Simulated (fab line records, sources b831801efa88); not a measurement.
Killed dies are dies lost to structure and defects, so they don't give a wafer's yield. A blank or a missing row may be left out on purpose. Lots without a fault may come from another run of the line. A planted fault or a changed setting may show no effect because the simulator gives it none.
Chamber matching | flow gf180mcu | GF_V1_CMP_04 on cmp-01: 4 sister chambers
The step polishes SiO2. 8 wafers are shown with their chamber, then 7 later ones without.

WAFERS WITH THEIR CHAMBER
wafer  | chamber | motor_current_A (A) | head_pressure_psi (psi)
L795.3 | 1       | 12.3                | 3.988
L798.1 | 0       | 11.6                | 4.003
L798.5 | 0       | 11.4                | 4.008
L800.2 | 3       | 12.3                | 4.014
L800.3 | 1       | 12.6                | 3.990
L800.4 | 2       | 10.8                | 4.000
L803.1 | 3       | 11.8                | 3.992
L803.2 | 2       | 11.2                | 4.011

WAFERS WITHOUT THEIR CHAMBER
wafer  | motor_current_A (A) | head_pressure_psi (psi)
L803.6 | 12.4                | 4.010
L810.1 | 13.0                | 4.005
L810.4 | 11.6                | 3.999
L810.6 | 13.2                | 3.999
L817.1 | 13.1                | 3.982
L817.2 | 11.1                | 4.006
L817.3 | 12.4                | 4.003

WHICH CHAMBER EACH WENT THROUGH
wafer  | from the rows above          | in truth
L803.6 | can't be placed: 3 or 1 or 0 | 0
L810.1 | can't be placed: 1 or 3      | 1
L810.4 | can't be placed: 0 or 3 or 2 | 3
L810.6 | can't be placed: 1 or 3      | 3
L817.1 | 1                            | 1
L817.2 | can't be placed: 2 or 0      | 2
L817.3 | can't be placed: 3 or 1      | 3
Placed correctly: 1 of 7. Can't be placed from these rows: 6 (the true chamber is among the candidates in 6). Placed wrongly: 0.
How it was worked out, from the rows above alone: a wafer's distance from a chamber is the root of the sum, over the readings, of the square of ((its reading less the chamber's mean) divided by the reading's scatter). The wafer belongs to the nearest chamber; if the next one is less than 2 further off, it can't be placed. A chamber's mean is the mean of its shown wafers. The scatter: the root of (the sum of the squares of (reading less its chamber's mean) over the shown wafers, divided by (wafers less chambers)).
